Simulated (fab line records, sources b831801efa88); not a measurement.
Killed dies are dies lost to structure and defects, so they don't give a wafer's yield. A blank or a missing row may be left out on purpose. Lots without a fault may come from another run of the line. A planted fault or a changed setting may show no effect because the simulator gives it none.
Tool commonality check | flow sky130 | 11 lots, 33 wafers sampled

WHY IT WAS OPENED
At SKY_POLY_GATE_THK_MEAS_01 the reading POLY_GATE_CVD_00_THK is flagged on 1 of 11 lots. Wafers without a fault read 178.8 nm, standard deviation 1.5.
Rule: a lot is flagged when every wafer of it that has a number lies more than 4 standard deviations from that mean, or none has a number. The other lots count as sound.

lot  | measured     | on            | POLY_GATE_CVD_00_THK (nm), wafer by wafer | flag
L297 | day 13 14:16 | film_metro-01 | 179.7 179.9 181.4                         |
L298 | day 13 21:38 | film_metro-01 | 179.7 177.6 178.1                         |
L299 | day 14 10:22 | film_metro-01 | 176.9 179.2 178.6                         |
L305 | day 16 16:58 | film_metro-02 | 176.9 176.7 176.0                         |
L306 | day 18 05:35 | film_metro-03 | 139.6 140.4 140.9                         | FLAGGED
L309 | day 18 12:31 | film_metro-02 | 178.8 180.1 177.9                         |
L311 | day 19 00:37 | film_metro-02 | 178.9 179.5 178.2                         |
L312 | day 19 11:09 | film_metro-01 | 180.1 179.4 180.5                         |
L318 | day 21 16:13 | film_metro-03 | 178.9 180.4 179.4                         |
L319 | day 21 17:25 | film_metro-02 | 179.1 178.3 179.8                         |
L320 | day 21 20:31 | film_metro-03 | 180.4 177.0 179.4                         |
The numbers of the flagged lots are 140.3 nm on average: -38.5 nm against the usual, or -26 standard deviations.

WHICH TOOL RAN EACH LOT
The record holds 1 process step before the reading, out of a route of 708 steps. In each cell: the tool, then ch and the chambers that the sampled wafers went through, then the start.
lot  | flag    | SKY_POLY_GATE_CVD_00
L297 |         | lpcvd-01 ch 1, day 13 13:02
L298 |         | lpcvd-01 ch 1, day 13 20:25
L299 |         | lpcvd-01 ch 0, day 14 08:32
L305 |         | lpcvd-01 ch 1, day 16 15:45
L306 | FLAGGED | lpcvd-01 ch 0, day 18 04:22
L309 |         | lpcvd-01 ch 1, day 18 11:19
L311 |         | lpcvd-01 ch 1, day 18 23:24
L312 |         | lpcvd-01 ch 1, day 19 09:57
L318 |         | lpcvd-01 ch 0, day 21 15:01
L319 |         | lpcvd-01 ch 0, day 21 16:13
L320 |         | lpcvd-01 ch 1, day 21 19:15
What these steps do:
- SKY_POLY_GATE_CVD_00: deposits poly-Si, target thk 180 nm, time 720 s.
- SKY_POLY_GATE_THK_MEAS_01

FLAGGED OVER TOTAL, TOOL BY TOOL (the gauges that took the reading come last)
step                      | tool          | lots run | flagged | share of the flagged lots | sound lots run after its first flagged lot
SKY_POLY_GATE_CVD_00      | lpcvd-01      | 11       | 1       | all                       | 6 (L309,L311,L312,L318,L319,L320)
SKY_POLY_GATE_THK_MEAS_01 | film_metro-01 | 4        | 0       | none                      | -
SKY_POLY_GATE_THK_MEAS_01 | film_metro-02 | 4        | 0       | none                      | -
SKY_POLY_GATE_THK_MEAS_01 | film_metro-03 | 3        | 1       | all                       | 2 (L318,L320)

WHAT THE TABLE ALLOWS
2 rows of the table ran every flagged lot: lpcvd-01 at SKY_POLY_GATE_CVD_00, film_metro-03 at SKY_POLY_GATE_THK_MEAS_01.
- lpcvd-01 at SKY_POLY_GATE_CVD_00: 1 of its 11 lots flagged. Sound lots ran on it after the first flagged one (L309, L311, L312, L318, L319, L320), which a lasting fault on the whole tool wouldn't allow.
- film_metro-03 at SKY_POLY_GATE_THK_MEAS_01: 1 of its 3 lots flagged. Sound lots ran on it after the first flagged one (L318, L320), which a lasting fault on the whole tool wouldn't allow.
No row of the table ran every flagged lot and no sound lot after the first.

WHAT THE SIMULATOR HAD PUT IN
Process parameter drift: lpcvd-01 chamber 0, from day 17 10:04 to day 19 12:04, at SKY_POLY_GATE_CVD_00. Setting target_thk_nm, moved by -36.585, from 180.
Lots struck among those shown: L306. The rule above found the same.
